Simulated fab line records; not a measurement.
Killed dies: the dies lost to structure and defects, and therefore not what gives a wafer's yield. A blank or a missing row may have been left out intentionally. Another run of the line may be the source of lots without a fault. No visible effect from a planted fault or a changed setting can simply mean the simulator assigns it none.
fab line records	flow sky130
record: lots: 6	wafers: 16	last-day: 51
route steps=708 shown LI_CONTACT@375 LOCAL_INTERCONNECT@387
lots that met no fault: taken from a fault-free run of the same line
start-h: hours from the record's opening day to when the first of the lot's shown wafers began	wait-h: how many hours have passed since the lot's step before this one	" repeats the value in the row above	L1.1+2: a single row standing in for several wafers	- no value present, or no start provided	* or withheld: withheld	< > ~ a bound
route shown NAME@n: a module of which the file shows steps, and the number in the route of the first	usual: mean/standard deviation of fault-free wafers	same: alike in all rows	chamber/n: place in a boat	sites: per-site readings	_std_site: how widely they spread, as a standard deviation	_edge_site: outer sites' mean less inner sites'	radius-mm: how far each site lies from the wafer's centre	mask NAME#n: copy n	behind: the most recent tool/chamber to have shaped the wafer	hold: what put the lot on hold/how long, in hours/how the hold closed	device: the n, p or np transistor that did not switch	end of line: the tests these same wafers got at the end of their route	a step without rows: its recipe alone	killed: not the wafer's yield, but the dies lost to structure and defects at the first sort	map: shows each die of a wafer: x if killed, . if not, _ if none is there
set.NAME: the setting the step ran with; set.NAME@STEP: the setting that earlier step ran with	model.NAME: the simulator's own value behind a step, which no gauge read
a table for each step, a row for each wafer; lots at some steps of the route
services: the hour from which a tool's chamber was out of use, counted from the record's first day as start-h (under 0 if before that day), plus the number of hours and why
== steps ==
step: SKY_LI_CONTACT_OVL_MEAS_13
usual: LI_CONTACT_OVL: 4/5.5
lot.wafer	tool	chamber	start-h	wait-h	LI_CONTACT_OVL[nm]
L792.1	overlay-01	-	675.76	0.1	1
L792.2	"	-	"	"	2
L792.5	"	-	"	"	2
L802.1	overlay-01	-	755.04	0.1	11
L802.4	"	-	"	"	6
L802.6	"	-	"	"	6
L808.3	overlay-02	-	794.68	0.1	1
L808.5	"	-	"	"	4
L809.2	overlay-02	-	805.26	0.1	6
L809.5	"	-	"	"	-1
L811.2	overlay-02	-	822.31	0.1	4
L811.5	"	-	"	"	6
L811.6	"	-	"	"	5
L815.2	overlay-01	-	880.36	0.1	3
L815.4	"	-	"	"	4
L815.5	"	-	"	"	8
step: SKY_LI_CONTACT_ETCH_14
recipe: chemistry: N2/H2	target: BARC	ion-energy-ev: 200	source-w: 500	bias-w: 100	pressure-mtorr: 30	n2-flow-sccm: 100	h2-flow-sccm: 200	stop-on: SiO2	time-s: 45.9	target-depth-a: 600
usual: drypump-motor-current-A: 5.9/0.41	oes-product-au: 0.855/0.0047	rf-fwd-power-W: 494.9/2.3	throttle-valve-pct: 13.224/0.0089
lot.wafer	tool	chamber	start-h	wait-h	drypump-motor-current-A	oes-product-au	rf-fwd-power-W	rf-hours-counter-h	throttle-valve-pct
L792.1	rie-diel-01	0	675.79	0.0	5.6	0.854	494.3	8	13.228
L792.2	"	2	"	"	5.9	0.845	497.0	16	13.223
L792.5	"	0	"	"	5.6	0.854	494.1	-	13.210
L802.1	rie-diel-03	1	755.07	0.0	5.1	0.859	496.9	8	13.225
L802.4	"	3	"	"	6.3	0.856	499.1	39	13.206
L802.6	"	0	"	"	6.3	0.856	499.2	-	13.234
L808.3	rie-diel-02	0	794.71	0.0	6.1	0.852	496.6	3	13.201
L808.5	"	0	"	"	6.1	0.858	498.5	-	13.220
L809.2	rie-diel-02	0	805.29	0.0	6.1	0.856	496.8	3	13.218
L809.5	"	1	"	"	6.2	0.856	492.5	-	13.211
L811.2	rie-diel-01	3	822.34	0.0	5.9	0.855	493.5	0	13.241
L811.5	"	0	"	"	5.6	0.844	491.0	-	13.199
L811.6	"	1	"	"	6.0	0.846	496.7	-	13.219
L815.2	rie-diel-01	2	880.39	0.0	5.9	0.843	496.8	22	13.222
L815.4	"	0	"	"	5.6	0.852	492.0	13	13.256
L815.5	"	3	"	"	5.9	0.852	493.6	-	13.215
step: SKY_LI_CONTACT_ETCH_15
recipe: target: PSG	chemistry: C4F8/O2/Ar	stop-on: Si	taper-deg: 4.15	mask-material: KrF-thick	source-w: 1500	bias-w: 1200	pressure-mtorr: 40	c4f8-flow-sccm: withheld	O2_flow_sccm: 6	Ar_flow_sccm: 300	time-s: withheld	target-depth-a: 6000
usual: oes-product-au: 0.838/0.0046	rf-fwd-power-W: 1493/5.4
lot.wafer	tool	chamber	start-h	wait-h	oes-product-au	rf-fwd-power-W
L792.1	rie-diel-01	0	675.83	0.0	0.843	1496
L792.2	"	2	"	"	0.831	1500
L792.5	"	0	"	"	0.834	1492
L802.1	rie-diel-03	1	755.11	0.0	0.839	1494
L802.4	"	3	"	"	0.834	1496
L802.6	"	0	"	"	0.836	1504
L808.3	rie-diel-02	0	794.75	0.0	0.839	1492
L808.5	"	0	"	"	0.841	1492
L809.2	rie-diel-02	0	805.34	0.0	0.837	1498
L809.5	"	1	"	"	0.842	1492
L811.2	rie-diel-01	3	822.38	0.0	0.835	1486
L811.5	"	0	"	"	0.843	1493
L811.6	"	1	"	"	0.836	1494
L815.2	rie-diel-01	2	880.44	0.0	0.837	1493
L815.4	"	0	"	"	0.833	1490
L815.5	"	3	"	"	0.838	1498
step: SKY_LI_CONTACT_STRIP_16
recipe: chemistry: O2/N2	power-w: 1400	pressure-mtorr: 1500	platen-temp-c: withheld	o2-flow-sccm: 3000	n2-flow-sccm: 300	overash-fraction: 0.5
usual: drypump-motor-current-A: 5.7/0.46	oes-product-au: 0.377/0.0056	strip-time-to-endpoint-s: 3.51/0.049
lot.wafer	tool	chamber	start-h	wait-h	drypump-motor-current-A	oes-product-au	rf-hours-counter-h	strip-time-to-endpoint-s
L792.1	plasma-asher-03	1	675.92	-	5.6	0.374	86	3.57
L792.2	"	0	"	"	5.7	0.383	86	3.62
L792.5	"	1	"	"	5.6	0.374	-	3.55
L802.1	plasma-asher-03	0	755.20	-	5.7	0.369	95	3.46
L802.4	"	0	"	"	5.7	0.379	-	3.52
L802.6	"	0	"	"	5.7	0.378	-	3.60
L808.3	plasma-asher-02	1	794.87	-	5.1	0.378	-	3.45
L808.5	"	1	"	"	5.1	0.378	-	3.45
L809.2	plasma-asher-01	0	805.42	-	5.3	0.375	69	3.47
L809.5	"	0	"	"	5.3	0.370	-	3.54
L811.2	plasma-asher-02	1	822.47	-	5.2	0.370	9	3.39
L811.5	"	0	"	"	6.3	0.381	-	3.49
L811.6	"	1	"	"	5.1	0.375	-	3.47
L815.2	plasma-asher-02	1	880.52	-	5.0	0.375	14	3.57
L815.4	"	0	"	"	6.3	0.377	-	3.54
L815.5	"	1	"	"	5.1	0.373	-	3.37
step: SKY_LI_CONTACT_CLEAN_17
recipe: chemistry: NMP	time-s: 600	temp-c: 60	dry: n2-spin
step: SKY_LI_CONTACT_PRE_CLEAN_18
recipe: gas: Ar	time-s: 5.6	bias-v: 358
step: SKY_LI_CONTACT_SPUTTER_19
recipe: material: Ti	target-thk-nm: 20	chamber-pressure-pa: 5	power-w: 2500	substrate-temp-c: 200	time-s: 106.37
step: SKY_LI_CONTACT_SPUTTER_20
recipe: material: TiN	target-thk-nm: 20	chamber-pressure-pa: 5	power-w: 4000	time-s: 80
usual: throttle-valve-pct: 29.9/1.1
lot.wafer	tool	chamber	start-h	wait-h	throttle-valve-pct
L792.1	pvd-sputter-01	-	676.29	0.0	31.6
L792.2	"	-	"	"	30.0
L792.5	"	-	"	"	31.6
L802.1	pvd-sputter-02	-	755.57	0.0	30.3
L802.4	"	-	"	"	29.6
L802.6	"	-	"	"	30.1
L808.3	pvd-sputter-01	-	795.21	0.0	29.9
L808.5	"	-	"	"	31.2
L809.2	pvd-sputter-02	-	805.79	0.0	27.3
L809.5	"	-	"	"	29.7
L811.2	pvd-sputter-02	-	822.86	0.0	30.2
L811.5	"	-	"	"	27.4
L811.6	"	-	"	"	28.3
L815.2	pvd-sputter-04	-	880.89	0.0	30.4
L815.4	"	-	"	"	29.7
L815.5	"	-	"	"	28.5
step: SKY_LI_CONTACT_CVD_21
recipe: material: W	target-thk-nm: 400	time-s: 120.56	temp-c: 400	pressure-torr: 40
usual: heater-power-w: 834/48
lot.wafer	tool	chamber	start-h	wait-h	heater-power-w
L792.1	cvd-w-02	1	676.35	0.0	831
L792.2	"	0	"	"	894
L792.5	"	0	"	"	877
L802.1	cvd-w-02	0	755.63	0.0	882
L802.4	"	1	"	"	817
L802.6	"	1	"	"	835
L808.3	cvd-w-01	0	795.31	0.1	755
L808.5	"	1	"	"	858
L809.2	cvd-w-02	0	805.85	0.0	888
L809.5	"	0	"	"	883
L811.2	cvd-w-01	1	822.92	0.0	845
L811.5	"	1	"	"	864
L811.6	"	0	"	"	760
L815.2	cvd-w-01	1	880.95	0.0	863
L815.4	"	1	"	"	858
L815.5	"	1	"	"	842
step: SKY_LI_CONTACT_RS_MEAS_22
recipe: thk-meas-gauge: four-point-probe	reads: W_of_LI_CONTACT_CVD_21+TiN_of_LI_CONTACT_SPUTTER_20+Ti_of_LI_CONTACT_SPUTTER_19
usual: LI_CONTACT_W_RS: 0.286/0.0042
lot.wafer	tool	chamber	start-h	wait-h	LI_CONTACT_W_RS[ohm/sq]
L792.1	film-metro-02	-	676.48	0.1	0.285
L792.2	"	-	"	"	0.279
L792.5	"	-	"	"	0.285
L802.1	film-metro-03	-	755.76	0.1	0.279
L802.4	"	-	"	"	0.285
L802.6	"	-	"	"	0.284
L808.3	film-metro-01	-	795.43	0.1	0.292
L808.5	"	-	"	"	0.290
L809.2	film-metro-03	-	806.00	0.1	0.282
L809.5	"	-	"	"	0.279
L811.2	film-metro-02	-	823.06	0.1	0.283
L811.5	"	-	"	"	0.287
L811.6	"	-	"	"	0.288
L815.2	film-metro-02	-	881.10	0.1	0.286
L815.4	"	-	"	"	0.287
L815.5	"	-	"	"	0.285
step: SKY_LI_CONTACT_THK_MEAS_23
recipe: thk-meas-gauge: xrf	reads: W_of_LI_CONTACT_CVD_21
usual: LI_CONTACT_W_THK: 394/6.9
lot.wafer	tool	chamber	start-h	wait-h	LI_CONTACT_W_THK[nm]
L792.1	film-metro-02	-	676.60	0.1	394
L792.2	"	-	"	"	400
L792.5	"	-	"	"	393
L802.1	film-metro-03	-	755.88	0.1	399
L802.4	"	-	"	"	392
L802.6	"	-	"	"	392
L808.3	film-metro-01	-	795.53	0.1	384
L808.5	"	-	"	"	385
L809.2	film-metro-03	-	806.11	0.1	398
L809.5	"	-	"	"	406
L811.2	film-metro-02	-	823.17	0.1	397
L811.5	"	-	"	"	394
L811.6	"	-	"	"	390
L815.2	film-metro-02	-	881.21	0.1	391
L815.4	"	-	"	"	388
L815.5	"	-	"	"	392
step: SKY_LI_CONTACT_CMP_24
recipe: stop-on: PSG	t-overpolish-s: 20	down-force-psi: 3.5	platen-rpm: 60	target-thk-nm: 0	pad-velocity-m-s: 0.94248
step: SKY_LOCAL_INTERCONNECT_SPUTTER_00
recipe: material: TiN	target-thk-nm: 100	temp-c: 300	power-w: 6500	time-s: 83.3	chamber-pressure-pa: 0.4
usual: throttle-valve-pct: 30.3/0.83
lot.wafer	tool	chamber	start-h	wait-h	throttle-valve-pct	model.TiN_of_LOCAL_INTERCONNECT_SPUTTER_00.thk-nm
L792.1	pvd-sputter-04	-	676.96	0.1	30.5	101.5
L792.2	"	-	"	"	29.8	99.94
L792.5	"	-	"	"	30.7	100.7
L802.1	pvd-sputter-01	-	756.24	0.1	30.6	101.9
L802.4	"	-	"	"	31.4	99.21
L802.6	"	-	"	"	31.6	100.5
L808.3	pvd-sputter-04	-	795.87	0.1	28.7	101.1
L808.5	"	-	"	"	28.5	99.47
L809.2	pvd-sputter-04	-	806.46	0.1	30.1	97.08
L809.5	"	-	"	"	30.6	98.05
L811.2	pvd-sputter-03	-	823.52	0.2	30.4	99.85
L811.5	"	-	"	"	30.7	99.47
L811.6	"	-	"	"	29.2	100.8
L815.2	pvd-sputter-01	-	881.56	0.1	30.8	103.5
L815.4	"	-	"	"	31.7	100.9
L815.5	"	-	"	"	31.0	103.3
step: SKY_LOCAL_INTERCONNECT_RS_MEAS_01
recipe: thk-meas-gauge: four-point-probe	reads: TiN_of_LOCAL_INTERCONNECT_SPUTTER_00
usual: LOCAL_INTERCONNECT_TIN_RS: 14.10/0.18
lot.wafer	tool	chamber	start-h	wait-h	LOCAL_INTERCONNECT_TIN_RS[ohm/sq]
L792.1	film-metro-04	-	677.02	0.0	13.95
L792.2	"	-	"	"	14.14
L792.5	"	-	"	"	14.04
L802.1	film-metro-03	-	756.30	0.0	13.84
L802.4	"	-	"	"	14.23
L802.6	"	-	"	"	14.07
L808.3	film-metro-04	-	795.98	0.1	13.97
L808.5	"	-	"	"	14.20
L809.2	film-metro-01	-	806.54	0.1	14.59
L809.5	"	-	"	"	14.44
L811.2	film-metro-01	-	823.60	0.1	14.17
L811.5	"	-	"	"	14.23
L811.6	"	-	"	"	14.05
L815.2	film-metro-04	-	881.64	0.1	13.65
L815.4	"	-	"	"	14.05
L815.5	"	-	"	"	13.65
step: SKY_LOCAL_INTERCONNECT_THK_MEAS_02
recipe: thk-meas-gauge: xrf	reads: TiN_of_LOCAL_INTERCONNECT_SPUTTER_00
usual: LOCAL_INTERCONNECT_TIN_THK: 100.1/1.3
lot.wafer	tool	chamber	start-h	wait-h	LOCAL_INTERCONNECT_TIN_THK[nm]
L792.1	film-metro-04	-	677.14	0.1	100.8
L792.2	"	-	"	"	100.0
L792.5	"	-	"	"	100.6
L802.1	film-metro-03	-	756.42	0.1	101.5
L802.4	"	-	"	"	98.7
L802.6	"	-	"	"	99.9
L808.3	film-metro-04	-	796.08	0.1	100.6
L808.5	"	-	"	"	98.8
L809.2	film-metro-01	-	806.65	0.1	97.2
L809.5	"	-	"	"	98.1
L811.2	film-metro-01	-	823.71	0.1	100.5
L811.5	"	-	"	"	99.6
L811.6	"	-	"	"	100.8
L815.2	film-metro-04	-	881.75	0.1	103.8
L815.4	"	-	"	"	100.9
L815.5	"	-	"	"	103.9
step: SKY_LOCAL_INTERCONNECT_DEHYDRATE_03
recipe: temp-c: 200	time-s: 60
step: SKY_LOCAL_INTERCONNECT_HMDS_04
recipe: prime-time-s: 60	prime-temp-c: 120
step: SKY_LOCAL_INTERCONNECT_COAT_05
recipe: resist: BARC	temp-c: withheld	time-s: withheld	spin-rpm: 3000	resist-thk-nm: 60
step: SKY_LOCAL_INTERCONNECT_COAT_06
recipe: resist: KrF-thick	spin-rpm: 3000	resist-thk-nm: 450
step: SKY_LOCAL_INTERCONNECT_SOFTBAKE_07
recipe: temp-c: 100	time-s: 90	resist: KrF-thick
step: SKY_LOCAL_INTERCONNECT_EXPOSE_08
recipe: mask-id: LI1M	na: 0.8	source-shape: annular	sigma-inner: 0.55	sigma-outer: 0.85	target-cd-nm: 170	dose-mj: 28
step: SKY_LOCAL_INTERCONNECT_PEB_09
recipe: peb-temp-c: withheld	peb-time-s: withheld	resist: KrF-thick
step: SKY_LOCAL_INTERCONNECT_DEVELOP_10
recipe: develop-time-s: 60	resist: KrF-thick	dev-temp-c: 21
step: SKY_LOCAL_INTERCONNECT_CD_MEAS_11
recipe: target-cd-nm: 170
usual: cd-nm: 170.1/1.3
lot.wafer	tool	chamber	start-h	wait-h	cd-nm
L792.1	cd-sem-02	-	705.49	-	169.9
L792.2	"	-	"	"	169.6
L792.5	"	-	"	"	170.3
L802.1	cd-sem-01	-	782.61	-	169.0
L802.4	"	-	"	"	168.8
L802.6	"	-	"	"	170.4
L808.3	cd-sem-01	-	822.04	-	170.2
L808.5	"	-	"	"	171.0
L809.2	cd-sem-01	-	832.92	-	169.1
L809.5	"	-	"	"	168.9
L811.2	cd-sem-01	-	849.31	-	168.3
L811.5	"	-	"	"	170.4
L811.6	"	-	"	"	170.8
L815.2	cd-sem-02	-	906.52	-	171.8
L815.4	"	-	"	"	171.1
L815.5	"	-	"	"	172.5
step: SKY_LOCAL_INTERCONNECT_OVL_MEAS_12
usual: LOCAL_INTERCONNECT_OVL: 3/4.6
lot.wafer	tool	chamber	start-h	wait-h	LOCAL_INTERCONNECT_OVL[nm]
L792.1	overlay-02	-	705.61	0.1	-4
L792.2	"	-	"	"	3
L792.5	"	-	"	"	-4
L802.1	overlay-02	-	782.73	0.1	-5
L802.4	"	-	"	"	4
L802.6	"	-	"	"	1
L808.3	overlay-02	-	822.13	0.1	12
L808.5	"	-	"	"	6
L809.2	overlay-02	-	833.02	0.1	6
L809.5	"	-	"	"	12
L811.2	overlay-02	-	849.41	0.1	12
L811.5	"	-	"	"	-1
L811.6	"	-	"	"	8
L815.2	overlay-01	-	906.63	0.1	15
L815.4	"	-	"	"	11
L815.5	"	-	"	"	11
step: SKY_LOCAL_INTERCONNECT_ETCH_13
recipe: chemistry: N2/H2	target: BARC	ion-energy-ev: 200	bias-w: 100	pressure-mtorr: 30	n2-flow-sccm: 100	h2-flow-sccm: 200	icp-w: 500	stop-on: SiO2	time-s: 45.9	target-depth-a: 600
step: SKY_LOCAL_INTERCONNECT_METAL_ETCH_14
recipe: target-depth-nm: 110	stop-on: PSG	chemistry: Cl2/BCl3	target: TiN	resist-sidewall-deg: 88	pressure-mtorr: 10	icp-w: 900	bias-w: 48.5	Cl2_flow_sccm: 60	bcl3-flow-sccm: 30	time-s: 31.4
usual: drypump-motor-current-A: 5.8/0.55	oes-product-au: 0.942/0.0083	rf-fwd-power-W: 886/4.2	throttle-valve-pct: 21.900/0.011
lot.wafer	tool	chamber	start-h	wait-h	drypump-motor-current-A	oes-product-au	rf-fwd-power-W	rf-hours-counter-h	throttle-valve-pct	model.LOCAL_INTERCONNECT.feature-depth-nm	model.etch.depth-nm
L792.1	rie-metal-04	0	705.77	0.1	6.7	0.945	885	12	21.872	101.5	101.5
L792.2	"	0	"	"	6.7	0.946	888	-	21.892	99.94	99.94
L792.5	"	0	"	"	6.7	0.952	885	-	21.902	100.7	100.7
L802.1	rie-metal-04	0	782.83	0.0	6.7	0.952	886	15	21.888	101.9	101.9
L802.4	"	1	"	"	6.2	0.933	888	-	21.904	99.21	99.21
L802.6	"	0	"	"	6.7	0.948	886	-	21.898	100.5	100.5
L808.3	rie-metal-04	0	822.23	0.0	6.7	0.938	887	-	21.897	101.1	101.1
L808.5	"	1	"	"	6.2	0.935	887	-	21.902	99.47	99.47
L809.2	rie-metal-04	0	833.12	0.0	6.7	0.922	881	17	21.907	97.08	97.08
L809.5	"	1	"	"	6.2	0.927	885	-	21.904	98.05	98.05
L811.2	rie-metal-01	0	849.51	0.0	5.4	0.933	879	8	21.896	99.85	99.85
L811.5	"	1	"	"	5.4	0.938	893	-	21.921	99.47	99.47
L811.6	"	0	"	"	5.4	0.943	880	-	21.899	100.8	100.8
L815.2	rie-metal-04	1	906.80	0.1	6.2	0.952	889	-	21.890	103.5	103.5
L815.4	"	1	"	"	6.2	0.950	885	-	21.891	100.9	100.9
L815.5	"	1	"	"	6.2	0.965	888	-	21.893	103.3	103.3
step: SKY_LOCAL_INTERCONNECT_STRIP_15
recipe: chemistry: O2/N2	power-w: 1400	pressure-mtorr: 1500	platen-temp-c: withheld	o2-flow-sccm: 3000	n2-flow-sccm: 300	overash-fraction: 0.5
step: SKY_LOCAL_INTERCONNECT_STRIP_16
recipe: chemistry: post-etch-residue-remover	time-s: 1200	temp-c: 72.5
usual: temp-c: 72.50/0.14
lot.wafer	tool	chamber	start-h	wait-h	temp-c	model.TiN_of_LOCAL_INTERCONNECT_SPUTTER_00.thk-nm
L792.1	wet-bench-01	1	705.97	0.1	72.75	101.1
L792.2	"	1	"	"	72.65	99.52
L792.5	"	1	"	"	72.72	100.3
L802.1	wet-bench-03	0	782.98	0.1	72.65	101.5
L802.4	"	0	"	"	72.74	98.8
L802.6	"	0	"	"	72.60	100.1
L808.3	wet-bench-01	0	822.37	0.0	72.51	100.7
L808.5	"	0	"	"	72.63	99.06
L809.2	wet-bench-03	2	833.27	0.1	72.54	96.67
L809.5	"	2	"	"	72.73	97.63
L811.2	wet-bench-02	2	849.66	0.1	72.42	99.43
L811.5	"	2	"	"	72.46	99.05
L811.6	"	2	"	"	72.44	100.4
L815.2	wet-bench-02	0	906.99	0.1	72.47	103.1
L815.4	"	0	"	"	72.50	100.4
L815.5	"	0	"	"	72.41	102.9
step: SKY_LOCAL_INTERCONNECT_CLEAN_17
recipe: chemistry: IPA	time-s: 180	temp-c: 25
== services ==
tool	chamber	start-h	hours	kind
pvd-sputter-01	-	652.64	0.7	repair
rie-diel-02	1	653.04	5.7	repair
cvd-w-02	-	680.09	14.6	pm
plasma-asher-03	-	690.31	0.4	repair
pvd-sputter-04	-	696.75	2.5	repair
rie-diel-02	2	701.54	5.8	repair
rie-diel-02	3	708.49	2.4	repair
rie-diel-01	0	731.64	6.9	repair
pvd-sputter-04	-	731.81	1.0	repair
plasma-asher-02	-	733.80	9.0	pm
rie-diel-03	-	739.79	14.6	pm
plasma-asher-03	-	761.68	0.8	repair
pvd-sputter-02	-	772.52	4.3	repair
rie-metal-04	-	786.14	4.3	pm
rie-diel-02	2	787.87	7.6	repair
rie-diel-02	0	811.91	2.8	repair
pvd-sputter-02	-	812.37	0.5	repair
pvd-sputter-01	-	863.33	0.8	repair
cvd-w-02	1	865.42	2.9	repair
rie-metal-04	-	874.29	0.3	repair
cvd-w-01	1	888.85	3.1	repair
rie-diel-01	2	888.90	2.2	repair
rie-metal-04	-	896.08	1.0	repair
cvd-w-02	-	904.00	14.0	pm
== key ==
first-sign none at tools or gauges
model-effect: step: SKY_LOCAL_INTERCONNECT_SPUTTER_00	value: TiN_of_LOCAL_INTERCONNECT_SPUTTER_00.thk-nm	without: 100.3	struck: 98.2
model-effect: step: SKY_LOCAL_INTERCONNECT_METAL_ETCH_14	value: LOCAL_INTERCONNECT.feature-depth-nm	without: 100.3	struck: 98.2
model-effect: step: SKY_LOCAL_INTERCONNECT_STRIP_16	value: TiN_of_LOCAL_INTERCONNECT_SPUTTER_00.thk-nm	without: 99.88	struck: 97.79
met-at SKY_LOCAL_INTERCONNECT_SPUTTER_00
struck-wafers L808.5,L809.2,L809.5
tester-left-out L808,L809
onset-between 676.96 795.87
fault: kind: process-parameter-drift	tool: pvd-sputter-04	chamber: -	onset-h: 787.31	steps: SKY_LOCAL_INTERCONNECT_SPUTTER_00	channel: target-thk-nm	offset: -2.0952	shape: step	end-h: 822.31	scope: struck-wafers-only	acts-in: these-recipes-only	stated: 100
tester-left-out: of these lots the tester's yield and bins aren't shown, on N5 and GAA mostly nor the transistor test; their killed dies are dies lost to structure and defects alone, not to doping, threshold or leakage, so they don't give the yield
